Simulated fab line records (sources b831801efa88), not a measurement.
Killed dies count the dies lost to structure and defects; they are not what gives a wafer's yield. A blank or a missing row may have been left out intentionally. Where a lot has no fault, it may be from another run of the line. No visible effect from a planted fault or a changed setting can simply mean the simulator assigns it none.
Shared-tool check | flow sky130 | Sampled: 12 lots, 36 wafers

WHAT PROMPTED THE OPENING
At SKY_VT_ADJUST_NCORE_TW_MEAS_11 the reading VT_ADJUST_NCORE_TW is flagged on 3 of 12 lots. Fault-free wafers read 220.1, with a standard deviation of 1.4.
Rule: a lot is flagged when every wafer of it that has a number lies more than 4 standard deviations from that mean, or none has a number. The other lots count as sound.

lot  | measured     | on           | VT_ADJUST_NCORE_TW, wafer by wafer | flag
L969 | day 9 01:16  | filmMetro-03 | 220.1 219.9 219.0                  | 
L970 | day 9 19:17  | filmMetro-01 | 219.8 218.4 218.1                  | 
L972 | day 9 20:53  | filmMetro-04 | 221.1 222.1 221.2                  | 
L973 | day 10 13:49 | filmMetro-04 | 220.2 219.9 219.8                  | 
L979 | day 11 20:59 | filmMetro-04 | 221.6 222.4 222.0                  | 
L982 | day 12 17:53 | filmMetro-01 | 219.0 219.9 219.3                  | 
L983 | day 13 03:58 | filmMetro-03 | 219.4 220.9 219.5                  | 
L984 | day 13 12:10 | filmMetro-01 | 235.5 235.7 235.5                  | FLAGGED
L985 | day 13 19:28 | filmMetro-04 | 221.1 221.7 221.0                  | 
L986 | day 13 22:14 | filmMetro-04 | 236.2 238.3 238.0                  | FLAGGED
L987 | day 14 09:48 | filmMetro-01 | 235.5 235.6 236.1                  | FLAGGED
L988 | day 14 10:05 | filmMetro-04 | 222.0 221.9 221.9                  | 
The numbers of the flagged lots are 236.3 on average: +16.2 against the usual, or +12 standard deviations.

TOOL THAT RAN EACH LOT
The record holds 2 process steps before the reading, out of a route of 708 steps. In each cell: the tool, then ch and the chambers that the sampled wafers went through, then the start.
lot  | flag    | SKY_FIELD_ISO_ETCH_14            | SKY_VT_ADJUST_NCORE_IMPLANT_09
L969 |         | rieDiel-01 ch 0,1, day 2 13:23   | implanter-04 ch 0, day 9 01:01
L970 |         | rieDiel-03 ch 1,2,3, day 2 14:26 | implanter-02 ch 0, day 9 19:02
L972 |         | rieDiel-03 ch 1,2, day 3 04:37   | implanter-04 ch 0, day 9 20:38
L973 |         | rieDiel-04 ch 1,3, day 3 08:58   | implanter-04 ch 0, day 10 13:34
L979 |         | rieDiel-04 ch 1,2,3, day 4 13:20 | implanter-01 ch 0, day 11 20:44
L982 |         | rieDiel-04 ch 0,2,3, day 5 06:07 | implanter-01 ch 0, day 12 17:41
L983 |         | rieDiel-04 ch 0,1,2, day 5 12:26 | implanter-04 ch 0, day 13 03:43
L984 | FLAGGED | rieDiel-04 ch 1,2,3, day 5 18:32 | implanter-01 ch 0, day 13 11:55
L985 |         | rieDiel-01 ch 2,3, day 5 21:19   | implanter-04 ch 0, day 13 19:14
L986 | FLAGGED | rieDiel-03 ch 1,2,3, day 6 01:17 | implanter-01 ch 0, day 13 22:00
L987 | FLAGGED | rieDiel-03 ch 0,1,3, day 6 07:41 | implanter-01 ch 0, day 14 09:35
L988 |         | rieDiel-03 ch 0,1, day 6 11:20   | implanter-04 ch 0, day 14 09:50
What the steps here do:
- SKY_FIELD_ISO_ETCH_14: etches BARC in N2/H2, stops on SiO2, time 45.9 s, target depth 60 nm.
- SKY_VT_ADJUST_NCORE_IMPLANT_09
- SKY_VT_ADJUST_NCORE_TW_MEAS_11

FLAGGED AGAINST TOTAL, ONE TOOL AT A TIME (gauges that did the reading follow at the end)
step                           | tool         | lots run | flagged | share of the flagged lots | sound lots run after its first flagged lot
SKY_FIELD_ISO_ETCH_14          | rieDiel-01   | 2        | 0       | none                      | -
SKY_FIELD_ISO_ETCH_14          | rieDiel-03   | 5        | 2       | some                      | 1 (L988)
SKY_FIELD_ISO_ETCH_14          | rieDiel-04   | 5        | 1       | some                      | 0
SKY_VT_ADJUST_NCORE_IMPLANT_09 | implanter-01 | 5        | 3       | all                       | 0
SKY_VT_ADJUST_NCORE_IMPLANT_09 | implanter-02 | 1        | 0       | none                      | -
SKY_VT_ADJUST_NCORE_IMPLANT_09 | implanter-04 | 6        | 0       | none                      | -
SKY_VT_ADJUST_NCORE_TW_MEAS_11 | filmMetro-01 | 4        | 2       | some                      | 0
SKY_VT_ADJUST_NCORE_TW_MEAS_11 | filmMetro-03 | 2        | 0       | none                      | -
SKY_VT_ADJUST_NCORE_TW_MEAS_11 | filmMetro-04 | 6        | 1       | some                      | 1 (L988)

THE TABLE: WHAT IT ALLOWS
In the table, 1 row covers all flagged lots: implanter-01 at SKY_VT_ADJUST_NCORE_IMPLANT_09.
- implanter-01 at SKY_VT_ADJUST_NCORE_IMPLANT_09 ran 5 lots, 3 of them flagged. Its last sound lot is L982 (day 12 17:41), its first flagged lot L984 (day 13 11:55): a fault that began between those two fits. Its own readings lie more than 4 standard deviations out on every wafer of the flagged lots: beamEnergyKeV.
What remains is a single tool, implanter-01 at SKY_VT_ADJUST_NCORE_IMPLANT_09.

WHAT THE SIMULATOR HAD PUT IN
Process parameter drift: implanter-01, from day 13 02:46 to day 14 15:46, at SKY_VT_ADJUST_NCORE_IMPLANT_09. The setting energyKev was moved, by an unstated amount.
Shown lots that were struck: L984, L986, L987. This agrees with what the rule above found.
